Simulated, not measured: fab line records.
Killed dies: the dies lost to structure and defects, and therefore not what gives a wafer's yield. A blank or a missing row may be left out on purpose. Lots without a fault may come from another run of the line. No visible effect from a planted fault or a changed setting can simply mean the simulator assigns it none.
Chamber matching + flow sky130 + 4 sister chambers for SKY_CONTACT_ETCH_16 on rie diel-01
The step etches BARC in N2/H2, stops on SiO2, time 45.9 s, target depth 60 nm. 18 wafers are shown with their chamber, then 9 later ones without.

## WAFERS WITH THEIR CHAMBER
| wafer  | chamber | drypump motor current A (A) | throttle valve pct (%) | oes product au (a.u.) |
|--------|---------|-----------------------------|------------------------|-----------------------|
| L076.1 | 3       | 4.7                         | 13.220                 | 0.855                 |
| L076.3 | 1       | 6.0                         | 13.233                 | 0.855                 |
| L076.4 | 2       | 6.2                         | 13.231                 | 0.860                 |
| L080.3 | 3       | 4.7                         | 13.228                 | 0.853                 |
| L080.4 | 0       | 5.5                         | 13.218                 | 0.859                 |
| L080.5 | 2       | 6.2                         | 13.210                 | 0.853                 |
| L081.2 | 2       | 6.3                         | 13.224                 | 0.848                 |
| L081.3 | 3       | 4.7                         | 13.227                 | 0.854                 |
| L081.6 | 2       | 6.3                         | 13.234                 | 0.856                 |
| L082.2 | 3       | 4.7                         | 13.218                 | 0.859                 |
| L082.5 | 0       | 5.5                         | 13.213                 | 0.856                 |
| L082.6 | 2       | 6.3                         | 13.211                 | 0.857                 |
| L083.3 | 0       | 5.5                         | 13.230                 | 0.843                 |
| L083.4 | 3       | 4.7                         | 13.222                 | 0.851                 |
| L083.6 | 2       | 6.2                         | 13.225                 | 0.853                 |
| L086.1 | 0       | 5.5                         | 13.231                 | 0.858                 |
| L086.2 | 2       | 6.2                         | 13.224                 | 0.864                 |
| L086.6 | 3       | 4.7                         | 13.211                 | 0.854                 |

SIGNATURES, as means of the wafers listed above
| reading                 | chamber 0 | chamber 1 | chamber 2 | chamber 3 | scatter within a chamber |
|-------------------------|-----------|-----------|-----------|-----------|--------------------------|
| drypump motor current A | 5.500     | 6.000     | 6.243     | 4.700     | 0.035                    |
| throttle valve pct      | 13.22300  | 13.23300  | 13.22271  | 13.22100  | 0.00818                  |
| oes product au          | 0.85400   | 0.85500   | 0.85586   | 0.85433   | 0.0051                   |
Rule: a wafer lies at a distance from a chamber equal to the root of the sum of squares, over the readings, of (its reading less the chamber's mean, divided by the reading's scatter). If the next closest chamber is less than 2 further off than the closest, the wafer can't be placed; otherwise it belongs to the closest. The scatter: take each reading less its chamber's mean, square it, sum over the shown wafers, divide by the number of wafers less the number of chambers, and take the root.

## WAFERS WITHOUT THEIR CHAMBER
| wafer  | drypump motor current A (A) | throttle valve pct (%) | oes product au (a.u.) |
|--------|-----------------------------|------------------------|-----------------------|
| L090.3 | 6.2                         | 13.223                 | 0.855                 |
| L090.4 | 5.5                         | 13.225                 | 0.853                 |
| L090.5 | 6.0                         | 13.218                 | 0.865                 |
| L091.3 | 6.0                         | 13.227                 | 0.862                 |
| L091.4 | 4.7                         | 13.230                 | 0.858                 |
| L091.5 | 5.5                         | 13.237                 | 0.859                 |
| L093.1 | 6.0                         | 13.224                 | 0.853                 |
| L093.3 | 4.7                         | 13.216                 | 0.854                 |
| L093.6 | 5.5                         | 13.236                 | 0.856                 |

## THE CHAMBER EACH PASSED THROUGH
| wafer  | from the rows above | in truth |
|--------|---------------------|----------|
| L090.3 | 2                   | 2        |
| L090.4 | 0                   | 0        |
| L090.5 | 1                   | 1        |
| L091.3 | 1                   | 1        |
| L091.4 | 3                   | 3        |
| L091.5 | 0                   | 0        |
| L093.1 | 1                   | 1        |
| L093.3 | 3                   | 3        |
| L093.6 | 0                   | 0        |
9 of 9 placed correctly. Can't be placed from these rows: 0. 0 placed wrongly.
